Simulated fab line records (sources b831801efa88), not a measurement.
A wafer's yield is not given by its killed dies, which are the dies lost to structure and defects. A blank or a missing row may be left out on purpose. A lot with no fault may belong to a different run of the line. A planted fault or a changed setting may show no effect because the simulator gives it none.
Which of the tools did it?    flow sfqLine    13 lots, 39 wafers sampled, at 5 steps of a route of 325

== WHAT THE GAUGES SHOWED, per wafer ==
SFQ_M3_RS_MEAS_919: the measuring method here is four-point-probe.
lot   measured      on            M3_NB_RS (ohm/sq)
L552  day 37 15:52  filmMetro-03  0.895 0.891 0.893
L553  day 38 03:16  filmMetro-02  0.891 0.901 0.895
L554  day 39 00:59  filmMetro-03  0.912 0.899 0.904
L555  day 39 04:35  filmMetro-04  0.901 0.900 0.897
L556  day 39 13:13  filmMetro-04  0.898 0.883 0.887
L558  day 40 14:14  filmMetro-02  0.882 0.887 0.886
L559  day 42 13:20  filmMetro-02  0.871 0.868 0.871
L560  day 42 15:43  filmMetro-02  0.897 0.894 0.904
L561  day 42 18:51  filmMetro-04  0.886 0.904 0.886
L562  day 42 22:53  filmMetro-04  0.887 0.893 0.905
L563  day 43 01:17  filmMetro-04  0.878 0.887 0.885
L566  day 44 09:13  filmMetro-04  0.872 0.971 0.872
L573  day 46 18:27  filmMetro-02  0.888 0.875 0.886

SFQ_M4_OVL_MEAS_926.
lot   measured      on          M4_OVL (nm)
L552  day 54 02:03  overlay-01  -7 -2 -3
L553  day 54 14:03  overlay-01  -3 -4 -7
L554  day 55 09:22  overlay-01  -1 2 1
L555  day 55 14:10  overlay-02  -3 -2 1
L556  day 56 02:18  overlay-02  -13 -4 0
L558  day 57 07:06  overlay-02  -9 -12 -11
L559  day 59 05:42  overlay-01  1 -7 1
L560  day 59 08:06  overlay-02  -4 1 -6
L561  day 59 12:54  overlay-01  12 9 7
L562  day 59 16:29  overlay-02  -3 2 2
L563  day 59 17:41  overlay-01  12 6 5
L566  day 60 16:30  overlay-01  -7 3 -3
L573  day 62 07:01  overlay-01  -3 -8 -1

== EACH LOT AND THE TOOL THAT RAN IT (in order: tool; ch and the chambers of the sampled wafers; start) ==
lot   SFQ_TRILAYER_I1_CMP_CMP_046    SFQ_TRILAYER_M3_DEP_SPUTTER_073  SFQ_TRILAYER_M3_ETCH_METAL_ETCH_078
L552  cmp-01 ch 0,2,3, day 24 02:58  pvdSputter-06, day 37 15:47      rieMetal-03 ch 0,1, day 43 01:30
L553  cmp-01 ch 1,2, day 24 10:17    pvdSputter-05, day 38 03:11      rieMetal-03 ch 0,1, day 43 12:18
L554  cmp-02 ch 1,2,3, day 25 09:29  pvdSputter-06, day 39 00:54      rieMetal-02 ch 0,1, day 44 04:28
L555  cmp-01 ch 0,1,3, day 25 15:36  pvdSputter-06, day 39 04:30      rieMetal-03 ch 0,1, day 44 11:48
L556  cmp-01 ch 0,2, day 25 23:01    pvdSputter-05, day 39 13:07      rieMetal-02 ch 0,1, day 44 17:48
L558  cmp-02 ch 2,3, day 27 08:19    pvdSputter-06, day 40 14:08      rieMetal-01 ch 0,1, day 45 19:00
L559  cmp-02 ch 0,1, day 27 18:47    pvdSputter-03, day 42 13:12      rieMetal-02 ch 0,1, day 47 18:40
L560  cmp-01 ch 1,2,3, day 28 08:35  pvdSputter-06, day 42 15:36      rieMetal-01 ch 0,1, day 47 19:50
L561  cmp-01 ch 0,1,2, day 29 02:43  pvdSputter-05, day 42 17:49      rieMetal-03 ch 0,1, day 48 00:38
L562  cmp-01 ch 0,1,3, day 29 17:43  pvdSputter-03, day 42 22:48      rieMetal-02 ch 0,1, day 48 04:14
L563  cmp-02 ch 0,1,2, day 30 03:55  pvdSputter-06, day 43 01:12      rieMetal-03 ch 0,1, day 48 06:38
L566  cmp-02 ch 0,3, day 31 04:24    pvdSputter-05, day 44 09:05      rieMetal-03 ch 0,1, day 49 14:31
L573  cmp-01 ch 0,1,2, day 33 17:31  pvdSputter-03, day 46 18:20      rieMetal-03 ch 0,1, day 51 16:55
- SFQ_TRILAYER_I1_CMP_CMP_046: polishes SiO2.
- SFQ_TRILAYER_M3_DEP_SPUTTER_073: material Nb, target thk 200 nm, time 133.3 s.
- SFQ_TRILAYER_M3_ETCH_METAL_ETCH_078: etches Nb in Cl2/Ar, stops on SiO2, target depth 240 nm, time 120 s.

== AS READ BY THE TOOLS THEMSELVES (means over the sampled wafers that have a number; for cases with no such wafer, the mark the record gives instead) ==
SFQ_TRILAYER_I1_CMP_CMP_046.
lot   tool    edgeZonePressureFrac  motorCurrentA (A)  timeToEndpointS (s)
L552  cmp-01  1.005                 10.5               223
L553  cmp-01  0.997                 9.9                213
L554  cmp-02  1.000                 10.9               214
L555  cmp-01  0.999                 10.3               215
L556  cmp-01  0.999                 10.5               210
L558  cmp-02  1.000                 10.7               214
L559  cmp-02  1.005                 8.8                231
L560  cmp-01  0.998                 10.3               219
L561  cmp-01  1.000                 10.3               208
L562  cmp-01  0.998                 10.6               218
L563  cmp-02  1.003                 9.7                216
L566  cmp-02  1.006                 9.0                219
L573  cmp-01  1.003                 10.3               205

SFQ_TRILAYER_M3_DEP_SPUTTER_073.
lot   tool           cathodeDcPowerW (W)  throttleValvePct (%)
L552  pvdSputter-06  2000.2               30.9
L553  pvdSputter-05  1999.7               28.8
L554  pvdSputter-06  2000.1               31.1
L555  pvdSputter-06  2000.1               30.5
L556  pvdSputter-05  1999.8               29.1
L558  pvdSputter-06  1999.9               30.6
L559  pvdSputter-03  2000.0               30.3
L560  pvdSputter-06  2000.0               31.3
L561  pvdSputter-05  1999.9               30.1
L562  pvdSputter-03  2000.1               30.7
L563  pvdSputter-06  2000.1               31.3
L566  pvdSputter-05  1946.6               31.0
L573  pvdSputter-03  1999.8               30.4

SFQ_TRILAYER_M3_ETCH_METAL_ETCH_078.
lot   tool         drypumpMotorCurrentA (A)  oesProductAu (a.u.)
L552  rieMetal-03  5.6                       0.887
L553  rieMetal-03  5.7                       0.892
L554  rieMetal-02  5.7                       0.878
L555  rieMetal-03  5.7                       0.892
L556  rieMetal-02  6.0                       0.895
L558  rieMetal-01  5.4                       0.899
L559  rieMetal-02  6.1                       0.905
L560  rieMetal-01  5.4                       0.892
L561  rieMetal-03  5.7                       0.894
L562  rieMetal-02  5.7                       0.891
L563  rieMetal-03  5.7                       0.894
L566  rieMetal-03  5.7                       0.888
L573  rieMetal-03  5.7                       0.899

== THE ANSWER, worked out from the rows above alone ==
Rule: what is usual is taken from the lots themselves. The widest of any qualifying gaps counts: lots, ordered by their means at a reading, are off when they make up no more than a third of the lots, leave a main group of 4 or more, and stand apart from it by 3 or more times the standard deviation of that group's means. Not used: any main group whose means are identical at the precision the tables above print for the reading. A lot without any number at a reading at which 4 lots or more have one is off too. Any other lot the step has rows for is counted as sound. The gauges are gone through in route order, then the tools' own readings, and for those a lot's mean is taken as printed above. The first step at which some lot is off is used, and at that step the reading that is off furthest; a lot without a number counts as furthest.
Off, at SFQ_TRILAYER_M3_DEP_SPUTTER_073 on cathodeDcPowerW: L566. The main group: mean 2000.0 W, standard deviation 0.15.
A tool fits if, at that step or a process step before it, it ran every lot that is off, and no sound lot after the first of them. This does not decide it: 2 tools fit, namely cmp-02 at SFQ_TRILAYER_I1_CMP_CMP_046 and pvdSputter-05 at SFQ_TRILAYER_M3_DEP_SPUTTER_073.

== WHAT HAD BEEN PUT IN BY THE SIMULATOR ==
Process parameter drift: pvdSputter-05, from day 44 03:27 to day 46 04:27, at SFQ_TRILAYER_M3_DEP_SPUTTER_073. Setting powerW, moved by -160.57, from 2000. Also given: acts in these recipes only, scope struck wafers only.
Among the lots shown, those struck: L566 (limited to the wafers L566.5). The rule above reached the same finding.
